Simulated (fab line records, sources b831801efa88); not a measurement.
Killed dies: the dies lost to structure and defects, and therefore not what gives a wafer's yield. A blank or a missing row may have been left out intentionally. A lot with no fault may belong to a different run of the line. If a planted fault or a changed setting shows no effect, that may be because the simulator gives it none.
Chamber matching    flow gf180mcu    cmp-01 running GF_V2_CMP_26: 4 sister chambers
The step polishes, stops on SiO2, t overpolish 15 s, target thk 0 nm. 16 wafers are shown with their chamber, then 8 later ones without.

WAFERS WITH THEIR CHAMBER
wafer   chamber  motor_current_A (A)  time_to_endpoint_s (s)
L884.3  3        11.5                 88
L884.4  2        10.5                 84
L884.6  0        10.7                 83
L891.3  0        10.5                 87
L891.5  0        10.9                 84
L891.6  3        12.1                 86
L900.2  1        11.1                 83
L900.5  0        10.5                 83
L900.6  1        11.2                 84
L902.1  3        11.9                 81
L902.4  1        11.2                 79
L902.5  0        10.0                 74
L903.1  2        11.5                 80
L903.4  0        10.6                 84
L903.6  3        11.4                 85
L904.2  0        11.2                 83

SIGNATURES (averages over the wafers above)
reading             chamber 0  chamber 1  chamber 2  chamber 3  scatter within a chamber
motor_current_A     10.629     11.167     11.000     11.725     0.373
time_to_endpoint_s  82.57      82.00      82.00      85.00      3.48
Rule: for each reading, subtract the chamber's mean from the wafer's reading, divide by that reading's scatter and square the result; add these up over the readings and take the root, which gives the wafer's distance from the chamber. If the next closest chamber is less than 2 further off than the closest, the wafer can't be placed; otherwise it belongs to the closest. The scatter is the square root of a quotient: the sum, over the shown wafers, of each reading's squared deviation from its chamber's mean, divided by wafers minus chambers.

WAFERS WITH NO CHAMBER GIVEN
wafer   motor_current_A (A)  time_to_endpoint_s (s)
L904.4  11.1                 83
L904.6  12.1                 85
L905.2  11.0                 86
L905.3  12.3                 86
L905.4  11.4                 85
L906.2  12.2                 89
L906.3  11.0                 86
L906.6  11.1                 84

CHAMBER TAKEN BY EACH
wafer   from the rows above                in truth
L904.4  can't be placed: 1 or 2 or 0 or 3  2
L904.6  can't be placed: 3 or 1            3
L905.2  can't be placed: 2 or 1 or 0 or 3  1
L905.3  can't be placed: 3 or 1            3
L905.4  can't be placed: 3 or 1 or 2 or 0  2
L906.2  can't be placed: 3 or 1            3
L906.3  can't be placed: 2 or 1 or 0 or 3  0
L906.6  can't be placed: 1 or 2 or 0 or 3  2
0 of 8 placed correctly. From these rows, 8 cannot be placed; in 8 the true chamber is one of the candidates. Placed wrongly: 0.
